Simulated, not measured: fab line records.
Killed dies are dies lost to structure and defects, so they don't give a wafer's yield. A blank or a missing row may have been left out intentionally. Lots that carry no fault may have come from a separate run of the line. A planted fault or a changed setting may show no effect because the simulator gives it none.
fab line records | flow sky130
record lots=5 wafers=15 last-day=49
route steps=708 shown RES_XHIGH@334 SD_N@342 PAD_OPEN@708
lots with no fault: from the same line, run without faults
start-h: hours from the record's opening day to when the first of the lot's shown wafers began | wait-h: how many hours have passed since the lot's step before this one | " same as the row above | L1.1+2: a row that stands for several wafers | - no value, or no start given | * or withheld: withheld | < > ~ a bound
route shown NAME@n: names a module that has steps shown in the file, with the first one's number in the route | usual: mean and standard deviation over wafers with no fault | same: alike in all rows | chamber/n: place in a boat | sites: the reading at each site | _std_site: standard deviation across them | _edge_site: mean of outer sites minus mean of inner sites | radius-mm: for every site, how far away it sits from the centre of the wafer | mask NAME#n: copy n | behind: the most recent tool/chamber to have shaped the wafer | hold: why the lot went on hold/how many hours it stayed there/how the hold came to an end | device: the n, p or np transistor that did not switch | end of line: tests run on the same wafers once the route is complete | a step with no rows: only its recipe | killed: dies that structure and defects cost at the first sort, which is not the same as the wafer's yield | map: a wafer's dies, marking killed ones x, the rest . and places with no die _
set.NAME: the run value of the setting; set.NAME@STEP: its run value at that earlier step | model.NAME: the simulator's own value behind a step, which no gauge read
lots at some steps of the route; a table a step, a row a wafer
services: a tool's chamber out of use, with start hour (start-h, from the record's first day; less than 0 if before it), hours out, and reason
## steps
# step SKY_RES_XHIGH_COAT_02
# recipe resist=NOVOLAK spin-rpm=3000 resist-thk-nm=1140
# step SKY_RES_XHIGH_SOFTBAKE_03
# recipe temp-c=90 time-s=60 resist=NOVOLAK
# step SKY_RES_XHIGH_EXPOSE_04
# recipe mask-id=URPM na=0.6 source-shape=conventional sigma-outer=0.6 polarization=unpolarized target-cd-nm=1270 dose-mj=140
# step SKY_RES_XHIGH_PEB_05
# recipe temp-c=withheld time-s=* resist=NOVOLAK
# step SKY_RES_XHIGH_DEVELOP_06
# recipe resist=NOVOLAK developer=TMAH develop-time-s=60 dev-temp-c=23
# step SKY_RES_XHIGH_IMPLANT_07
# recipe species=BF2 energy-kev=20 dose-cm2=3.6e+14 tilt-deg=0
# step SKY_RES_XHIGH_STRIP_08
# recipe chemistry=O2/N2 power-w=1400 pressure-mtorr=1500 platen-temp-c=withheld o2-flow-sccm=3000 n2-flow-sccm=300 overash-fraction=0.5
# usual chamber-pressure-mTorr=1499.9/1.4 drypump-motor-current-A=5.9/0.42 oes-product-au=0.711/0.0046 strip-time-to-endpoint-s=14.27/0.043
# columns lot.wafer tool chamber start-h wait-h chamber-pressure-mTorr drypump-motor-current-A oes-product-au rf-hours-counter-h strip-time-to-endpoint-s
L641.1 plasma-asher-02 0 629.64 0.1 1497.3 5.6 0.709 20 14.28
L641.5 " 1 " " 1499.5 5.9 0.715 - 14.25
L641.6 " 0 " " 1501.7 5.5 0.719 - 14.25
L642.4 plasma-asher-02 0 636.97 0.1 1499.8 5.6 0.709 - 14.25
L642.5 " 1 " " 1501.5 5.8 0.706 - 14.28
L642.6 " 0 " " 1500.4 5.5 0.716 - 14.22
L655.2 plasma-asher-02 0 741.08 0.1 1499.6 5.6 0.712 31 14.32
L655.3 " 0 " " 1502.2 5.6 0.705 - 14.34
L655.5 " 1 " " 1499.7 5.9 0.714 - 14.32
L659.3 plasma-asher-03 0 767.66 0.1 1502.0 5.2 0.712 - 14.27
L659.4 " 1 " " 1497.3 6.3 0.712 - 14.27
L659.5 " 1 " " 1499.0 6.3 0.709 - 14.28
L660.3 plasma-asher-02 1 773.51 0.1 1500.5 5.9 0.707 - 14.29
L660.4 " 0 " " 1499.7 5.6 0.707 - 14.30
L660.6 " 1 " " 1499.1 5.9 0.710 - 14.23
# step SKY_RES_XHIGH_TW_MEAS_09
# usual RES_XHIGH_TW=1639/11
# columns lot.wafer tool chamber start-h wait-h RES_XHIGH_TW
L641.1 film-metro-01 - 629.74 0.1 1636
L641.5 " - " " 1640
L641.6 " - " " 1642
L642.4 film-metro-01 - 637.07 0.1 1640
L642.5 " - " " 1652
L642.6 " - " " 1649
L655.2 film-metro-02 - 741.19 0.1 1633
L655.3 " - " " 1624
L655.5 " - " " 1631
L659.3 film-metro-03 - 767.75 0.1 1640
L659.4 " - " " 1637
L659.5 " - " " 1640
L660.3 film-metro-03 - 773.59 0.1 1644
L660.4 " - " " 1640
L660.6 " - " " 1643
# step SKY_SD_N_DEHYDRATE_00
# recipe temp-c=200 time-s=60
# step SKY_SD_N_HMDS_01
# recipe prime-time-s=60 prime-temp-c=120
# step SKY_SD_N_COAT_02
# recipe resist=NOVOLAK spin-rpm=3000 resist-thk-nm=1140
# step SKY_SD_N_SOFTBAKE_03
# recipe temp-c=90 time-s=60 resist=NOVOLAK
# step SKY_SD_N_EXPOSE_04
# recipe mask-id=NSDM na=0.6 source-shape=conventional sigma-outer=0.6 polarization=unpolarized target-cd-nm=380 dose-mj=137.5
# columns lot.wafer tool chamber start-h wait-h mask
L641.1+5+6 iline-stepper-01 0 644.64 - NSDM#0
L642.4+5+6 iline-stepper-02 0 652.17 - NSDM#0
L655.2+3+5 iline-stepper-02 0 754.08 - NSDM_R1#0
L659.3+4+5 iline-stepper-01 0 780.54 - NSDM#0
L660.3+4+6 iline-stepper-01 0 786.57 - NSDM#0
# step SKY_SD_N_PEB_05
# recipe temp-c=withheld time-s=* resist=NOVOLAK
# step SKY_SD_N_DEVELOP_06
# recipe resist=NOVOLAK developer=TMAH develop-time-s=60 dev-temp-c=23
# step SKY_SD_N_CD_MEAS_07
# recipe target-cd-nm=380
# usual cd-nm=379.9/2.6
# columns lot.wafer tool chamber start-h wait-h cd-nm
L641.1 cd-sem-01 - 657.69 0.1 383.0
L641.5 " - " " 383.3
L641.6 " - " " 382.7
L642.4 cd-sem-02 - 666.09 0.1 377.5
L642.5 " - " " 376.6
L642.6 " - " " 379.3
L655.2 cd-sem-01 - 767.80 0.1 335.1
L655.3 " - " " 333.2
L655.5 " - " " 332.2
L659.3 cd-sem-01 - 794.18 0.1 379.2
L659.4 " - " " 378.9
L659.5 " - " " 377.4
L660.3 cd-sem-01 - 800.43 0.1 373.6
L660.4 " - " " 374.2
L660.6 " - " " 376.9
# step SKY_SD_N_OVL_MEAS_08
# usual SD_N_OVL=-0.2/1.6
# columns lot.wafer tool chamber start-h wait-h SD_N_OVL[nm]
L641.1 overlay-01 - 657.81 0.1 -1.4
L641.5 " - " " -1.2
L641.6 " - " " -0.2
L642.4 overlay-02 - 666.17 0.1 1.6
L642.5 " - " " 2.6
L642.6 " - " " 2.7
L655.2 overlay-02 - 767.91 0.1 2.7
L655.3 " - " " 1.2
L655.5 " - " " 1.6
L659.3 overlay-01 - 794.29 0.1 -0.2
L659.4 " - " " -0.9
L659.5 " - " " -1.7
L660.3 overlay-01 - 800.52 0.1 1.1
L660.4 " - " " 0.0
L660.6 " - " " -0.5
# step SKY_PAD_OPEN_PROBE_99
# usual killed_at_M0_to_M3=43/7.7 killed_at_M4_up=2.9/1.7 killed-at-contacts=24/5.5 killed-at-front-end=15/4 killed-at-other=0.4/0.66 killed-dies=86/9.4 killed-open=47/6.7 killed-short=38/6.2
# same gross-dies=492 killed-at-back-side=0
# columns lot.wafer tool chamber start-h wait-h killed_at_M0_to_M3 killed_at_M4_up killed-at-contacts killed-at-front-end killed-at-other killed-dies killed-open killed-short
L641.1 prober-01 - 1081.70 0.1 29 5 21 20 1 76 39 37
L641.5 prober-01 - 1081.90 0.2 50 3 38 20 0 111 62 49
L641.6 prober-01 - 1081.95 0.2 36 3 30 17 0 86 49 36
L642.4 prober-02 - 1093.10 0.2 33 5 30 21 4 93 53 37
L642.5 prober-02 - 1093.15 0.2 50 4 17 16 1 88 42 45
L642.6 prober-02 - 1093.20 0.2 51 4 20 10 0 85 56 29
L655.2 prober-01 - 1164.68 0.1 53 1 18 18 0 90 50 40
L655.3 prober-01 - 1164.73 0.2 37 3 28 14 0 82 48 34
L655.5 prober-01 - 1164.83 0.2 48 1 32 10 0 91 52 39
L659.3 prober-01 - 1177.12 0.2 39 3 17 12 0 71 31 39
L659.4 prober-01 - 1177.17 0.2 53 1 25 16 1 96 47 48
L659.5 prober-01 - 1177.22 0.2 36 4 21 16 0 77 44 33
# killed by level:class
L641.1 VIA1:geometric-particle:open=10 FIELD_ISO:geometric-particle:short=7 CONTACT:geometric-particle:open=7 VIA3:geometric-particle:open=7 FIELD_ISO:geometric-particle:open=4 LOCAL_INTERCONNECT:geometric-particle:short=4 CONTACT:geometric-particle:short=4 POLY_GATE:geometric-particle:short=3
L641.5 VIA1:geometric-particle:open=16 CONTACT:geometric-particle:open=13 LOCAL_INTERCONNECT:geometric-particle:short=10 METAL1:geometric-particle:short=8 VIA2:geometric-particle:open=7 FIELD_ISO:geometric-particle:short=6 LI_CONTACT:geometric-particle:open=6 POLY_GATE:geometric-particle:short=5
L641.6 CONTACT:geometric-particle:open=11 LI_CONTACT:geometric-particle:open=7 VIA1:geometric-particle:open=7 METAL1:geometric-particle:short=7 FIELD_ISO:geometric-particle:open=6 VIA3:geometric-particle:open=5 LOCAL_INTERCONNECT:geometric-particle:short=4 CONTACT:geometric-particle:short=4
L642.4 CONTACT:geometric-particle:open=16 LI_CONTACT:geometric-particle:open=8 VIA3:geometric-particle:open=7 VIA1:geometric-particle:short=6 POLY_GATE:geometric-particle:open=5 METAL1:geometric-particle:short=5 CONTACT:geometric-particle:short=5 POLY_GATE:geometric-particle:short=4
L642.5 CONTACT:geometric-particle:open=9 VIA1:geometric-particle:open=8 VIA1:geometric-particle:short=8 VIA2:geometric-particle:open=7 VIA3:geometric-particle:open=6 METAL1:geometric-particle:short=6 METAL2:geometric-particle:short=5 FIELD_ISO:geometric-particle:open=4
L642.6 VIA1:geometric-particle:open=15 VIA3:geometric-particle:open=10 VIA2:geometric-particle:open=8 CONTACT:geometric-particle:open=7 LI_CONTACT:geometric-particle:open=6 METAL1:geometric-particle:short=4 FIELD_ISO:geometric-particle:open=3 VIA1:geometric-particle:short=3
L655.2 VIA1:geometric-particle:open=13 METAL1:geometric-particle:short=9 LI_CONTACT:geometric-particle:open=8 CONTACT:geometric-particle:open=7 FIELD_ISO:geometric-particle:short=6 VIA2:geometric-particle:open=6 VIA3:geometric-particle:open=6 VIA2:geometric-particle:short=5
L655.3 VIA1:geometric-particle:open=13 CONTACT:geometric-particle:open=9 VIA2:geometric-particle:open=7 LOCAL_INTERCONNECT:geometric-particle:short=6 CONTACT:geometric-particle:short=6 FIELD_ISO:geometric-particle:short=3 LOCAL_INTERCONNECT:geometric-particle:open=3 METAL1:geometric-particle:open=3
L655.5 LI_CONTACT:geometric-particle:open=10 METAL1:geometric-particle:short=10 LOCAL_INTERCONNECT:geometric-particle:short=9 VIA1:geometric-particle:open=9 VIA3:geometric-particle:open=7 CONTACT:geometric-particle:open=6 VIA2:geometric-particle:open=6 POLY_GATE:geometric-particle:open=5
L659.3 VIA2:geometric-particle:open=8 METAL1:geometric-particle:short=7 VIA2:geometric-particle:short=6 LOCAL_INTERCONNECT:geometric-particle:short=5 VIA1:geometric-particle:open=4 CONTACT:geometric-particle:open=4 METAL1:geometric-particle:open=4 FIELD_ISO:geometric-particle:short=3
L659.4 VIA2:geometric-particle:open=10 VIA1:geometric-particle:open=9 METAL1:geometric-particle:short=8 LI_CONTACT:geometric-particle:open=8 CONTACT:geometric-particle:short=7 CONTACT:geometric-particle:open=6 FIELD_ISO:geometric-particle:short=5 VIA1:geometric-particle:short=5
L659.5 CONTACT:geometric-particle:open=11 LI_CONTACT:geometric-particle:open=7 VIA1:geometric-particle:open=7 METAL1:geometric-particle:short=6 FIELD_ISO:geometric-particle:open=4 FIELD_ISO:geometric-particle:short=4 POLY_GATE:geometric-particle:open=4 METAL4:geometric-particle:short=4
## services
# columns tool chamber start-h hours kind
plasma-asher-03 - 624.33 12.8 repair
iline-stepper-01 - 627.01 2.2 repair
iline-stepper-01 0 647.29 - calibration
iline-stepper-01 - 700.63 1.9 repair
iline-stepper-02 - 722.13 2.1 pm
iline-stepper-02 0 722.65 - calibration
iline-stepper-02 - 724.21 - consumable-replace:lamp
iline-stepper-01 - 742.17 2.3 repair
iline-stepper-02 - 763.96 0.7 repair
iline-stepper-02 - 764.14 3.0 repair
## key
first-sign step=SKY_SD_N_EXPOSE_04 reading=mask direction=changed
effect step=SKY_SD_N_CD_MEAS_07 reading=cd-nm direction=down sigmas=18 usual=379.9 struck=333.5
met-at SKY_SD_N_EXPOSE_04
struck-wafers L655.2,L655.3,L655.5
tester-left-out L655
onset-between 652.17 754.08
fault kind=wrong-mask tool=any chamber=- onset-h=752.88 steps=SKY_SD_N_EXPOSE_04 aux-copy=NSDM_R1#0 cd-offset-nm=-46 scope=struck-lots-only
# tester-left-out: of these lots the tester's yield and bins aren't shown, on N5 and GAA mostly nor the transistor test; their killed dies are dies lost to structure and defects alone, not to doping, threshold or leakage, so they don't give the yield
